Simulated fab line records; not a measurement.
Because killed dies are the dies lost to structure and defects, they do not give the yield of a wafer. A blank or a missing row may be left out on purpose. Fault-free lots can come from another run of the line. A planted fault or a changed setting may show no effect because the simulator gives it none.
A struck lot beside a sound one + flow sky130 + 27 steps out of a route of 708
Sound: these wafers, L471.1, L471.4, L471.5. Struck: wafer L487.4 (left out: L487.2, a lot-mate that was not struck); the cause follows at the end.
At each step with rows: each side's tool, then ch and its chambers, then its first start. Under that, the readings that differ: sound wafers + struck wafers + difference of the means + sigmas: that difference in standard deviations of wafers without a fault.
alike: same words and numbers on both sides, and readings whose means sit less than 2 such deviations apart. not compared: any withheld reading, any reading some wafer has no value for, any bound like >300 that may hide the same value, and any number with overlapping values for which the record gives no deviation.
A row with sigmas, a row that says differs or no value, or rows on one side alone: a step with any of these is where the two part. Numbers that don't overlap but have no deviation are shown without sigmas and don't part them. A reading missing from all wafers of one side parts the sides only when that side holds two or more wafers.

SKY_VIA4_ETCH_12: etches SiO2 in C4F8/O2/Ar, stops on TiN, target depth 580 nm.
  sound on rie-diel-01 ch 2,3, day 42 15:05; struck on rie-diel-03 ch 3, day 47 22:55
  alike: oes-product-au
then, 6 steps without rows for these wafers: SKY_VIA4_STRIP_13 (strips in O2/N2); SKY_VIA4_STRIP_14 (strips in post etch residue remover, time 1200 s); SKY_VIA4_CLEAN_15 (cleans in IPA, time 180 s); SKY_VIA4_CLEAN_16 (cleans in O3/DIW); SKY_VIA4_SPUTTER_17 (material TiN, target thk 20 nm, time 80 s); SKY_VIA4_CVD_18 (deposits W, target thk 505 nm, time 152.14 s).
SKY_VIA4_RS_MEAS_19: uses a four-point probe to measure.
  sound: film-metro-02 at day 42 15:58; struck: film-metro-04 at day 48 00:17
  alike: VIA4_W_RS
SKY_VIA4_THK_MEAS_20: measures by xrf.
  sound: film-metro-02 at day 42 16:05; struck: film-metro-04 at day 48 00:24
| reading         | sound       | struck | difference | sigmas |
|-----------------|-------------|--------|------------|--------|
| VIA4_W_THK (nm) | 500 500 500 | 519    | +19        | +2     |
then, 1 step without rows for these wafers: SKY_VIA4_CMP_21 (polishes, stops on SiO2, t overpolish 25 s, target thk 0 nm).
SKY_METAL5_SPUTTER_00: material Ti, target thk 15 nm, time 10 s.
  sound: pvd-sputter-03 at day 42 16:37; struck: pvd-sputter-03 at day 48 00:45
  alike: throttle-valve-pct
then, 1 step without rows for these wafers: SKY_METAL5_SPUTTER_01 (material TiN, target thk 20 nm, time 16.7 s).
SKY_METAL5_SPUTTER_02: material AlCu, target thk 1150 nm, time 61.2 s.
  sound: pvd-sputter-03 at day 42 16:39; struck: pvd-sputter-03 at day 48 00:48
| reading                                     | sound          | struck | difference | sigmas |
|---------------------------------------------|----------------|--------|------------|--------|
| model.AlCu_of_METAL5_SPUTTER_02.thk-nm (nm) | 1147 1145 1151 | 746.9  | -400.8     |        |
  alike: throttle-valve-pct
SKY_METAL5_SPUTTER_03: material Ti, target thk 5 nm, time 3.3 s.
  sound: pvd-sputter-03 at day 42 16:42; struck: pvd-sputter-03 at day 48 00:51
  alike: throttle-valve-pct
SKY_METAL5_SPUTTER_04: material TiN, target thk 70 nm, time 58.3 s.
  sound: pvd-sputter-03 at day 42 16:43; struck: pvd-sputter-03 at day 48 00:52
  alike: throttle-valve-pct
SKY_METAL5_RS_MEAS_05: uses a four-point probe to measure.
  sound: film-metro-02 at day 42 16:46; struck: film-metro-04 at day 48 01:13
| reading                 | sound                   | struck  | difference | sigmas |
|-------------------------|-------------------------|---------|------------|--------|
| METAL5_ALCU_RS (ohm/sq) | 0.02717 0.02726 0.02714 | 0.04167 | +0.01448   | +56    |
  not compared: hold
SKY_METAL5_THK_MEAS_06: measures by xrf.
  sound: film-metro-02 at day 42 16:53; struck: film-metro-04 at day 48 03:35
| reading              | sound          | struck | difference | sigmas |
|----------------------|----------------|--------|------------|--------|
| METAL5_ALCU_THK (nm) | 1108 1106 1114 | 739    | -370       | -25    |
  not compared: hold
then, 6 steps without rows for these wafers: SKY_METAL5_HMDS_08 (prime time 60 s); SKY_METAL5_COAT_09 (resist thk 1800 nm); SKY_METAL5_SOFTBAKE_10 (time 60 s); SKY_METAL5_EXPOSE_11 (exposes mask MM5, target cd 1600 nm); SKY_METAL5_PEB_12; SKY_METAL5_DEVELOP_13 (develop time 60 s).
SKY_METAL5_DESCUM_14: chemistry O2, time 11 s.
  sound on rie-metal-04 ch 0,1, day 43 15:08; struck on rie-metal-01 ch 0, day 48 18:23
| reading    | sound             | struck | difference | sigmas |
|------------|-------------------|--------|------------|--------|
| temp-c (C) | 39.85 39.78 39.93 | 40.09  | +0.24      | +2     |
  alike: drypump-motor-current-A, oes-product-au
  not compared: rf-hours-counter-h
SKY_METAL5_METAL_ETCH_15: etches the open film in Cl2/BCl3, stops on SiO2, target depth 1260 nm, time 252 s.
  sound on rie-metal-04 ch 0,1, day 43 15:11; struck on rie-metal-01 ch 0, day 48 18:26
| reading               | sound             | struck | difference | sigmas |
|-----------------------|-------------------|--------|------------|--------|
| oes-product-au (a.u.) | 0.895 0.896 0.894 | 0.745  | -0.150     | -31    |
  alike: drypump-motor-current-A, throttle-valve-pct
  not compared: rf-hours-counter-h
then, 1 step without rows for these wafers: SKY_METAL5_STRIP_16 (strips in O2/N2).
SKY_PAD_OPEN_PROBE_99:
  sound: prober-02 at day 45 14:14; struck: prober-01 at day 50 09:16
| reading                       | sound                   | struck  | difference | sigmas |
|-------------------------------|-------------------------|---------|------------|--------|
| killed_at_M0_to_M3            | 43 33 40                | 56      | +17        | +2     |
| killed-short                  | 32 27 36                | 46      | +14        | +2     |
| model.etest.via4-chain.rc-ohm | 0.8019 0.7944 0.7432    | 0.8123  | +0.0325    |        |
| model.etest.met5.rs-ohm-sq    | 0.02715 0.02764 0.02722 | 0.04204 | +0.01470   |        |
| model.etest.met5.line-ohm-um  | 0.01695 0.0172 0.01696  | 0.02612 | +0.00908   |        |
  alike: defect-limited-yield, killed_at_M4_up, killed-at-contacts, killed-at-front-end, killed-at-other, killed-dies, killed-open, sort_bin_3_pad_short, sort_bin_5_function, sort_bin_6_memory, sort-n-pass, sort-yield-pct

## WHERE THEY PART
Earliest at SKY_VIA4_THK_MEAS_20; latest, in this record, at SKY_PAD_OPEN_PROBE_99.

WHY: the cause the simulator had injected
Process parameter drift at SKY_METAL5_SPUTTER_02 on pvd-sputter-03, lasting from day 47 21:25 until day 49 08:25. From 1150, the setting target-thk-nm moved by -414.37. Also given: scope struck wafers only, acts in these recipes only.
